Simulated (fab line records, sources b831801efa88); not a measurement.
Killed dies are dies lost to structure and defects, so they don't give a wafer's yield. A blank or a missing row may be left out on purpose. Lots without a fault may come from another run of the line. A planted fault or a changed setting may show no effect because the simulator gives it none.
One fault seen from 2 desks | flow gf180mcu | each desk has only its own numbers; what lay behind them comes last

THE TOOL OWNER'S DESK: rie_diel-03
The tool's own readings at GF_V1_ETCH_17 (etches SiO2 in C4F8/O2/Ar, stops on TiN, target depth 630 nm): means of the sampled wafers that have a number, for each lot that ran on this tool. A lot is out of limits, marked OUT, if its mean lies more than 4 standard deviations from the usual mean; the brackets give that distance.
Columns: A = bias_w at GF_V1_ETCH_17, usual 1201 W; B = oes_product_au at GF_V1_ETCH_17, usual 0.857 a.u.
lot  | first seen here | A    | B
L963 | day 19 00:00    | 1201 | 0.860
L968 | day 20 13:00    | 1202 | 0.858
L971 | day 21 13:00    | 1202 | 0.861
L974 | day 22 16:00    | 1204 | 0.850
L984 | day 25 18:00    | 1204 | 0.854
This desk's finding: nothing out of limits on any of the 5 lots.

THE METROLOGY DESK
What the gauges read, lot by lot, whatever tool the lot ran on: means of the sampled wafers that have a number. A lot is out of limits, marked OUT, if its mean lies more than 4 standard deviations from the usual mean; the brackets give that distance.
Columns: A = TOP_METAL_ALCU_THK at GF_TOP_METAL_THK_MEAS_06, usual 900 nm; B = PASSIVATION_BOW at GF_PASSIVATION_BOW_MEAS_14, usual 140 um
lot  | first seen here | A   | B
L963 | day 27 22:58    | 891 | 150
L964 | day 28 00:20    | 905 | 130
L966 | day 28 11:57    | 890 | 139
L965 | day 28 16:35    | 894 | 141
L968 | day 29 05:24    | 892 | 128
L971 | day 30 00:59    | 909 | 138
L974 | day 30 22:23    | 901 | 145
L978 | day 31 23:50    | 900 | 127
L980 | day 32 13:01    | 890 | 155
L981 | day 32 18:51    | 906 | 142
L982 | day 32 21:32    | 882 | 148
L984 | day 33 09:32    | 890 | 155
L985 | day 33 15:11    | 912 | 125
This desk's finding: nothing out of limits on any of the 13 lots.

PUT TOGETHER
The tool owner's desk saw nothing out of limits.
The metrology desk saw nothing out of limits.

WHAT THE SIMULATOR HAD PUT IN
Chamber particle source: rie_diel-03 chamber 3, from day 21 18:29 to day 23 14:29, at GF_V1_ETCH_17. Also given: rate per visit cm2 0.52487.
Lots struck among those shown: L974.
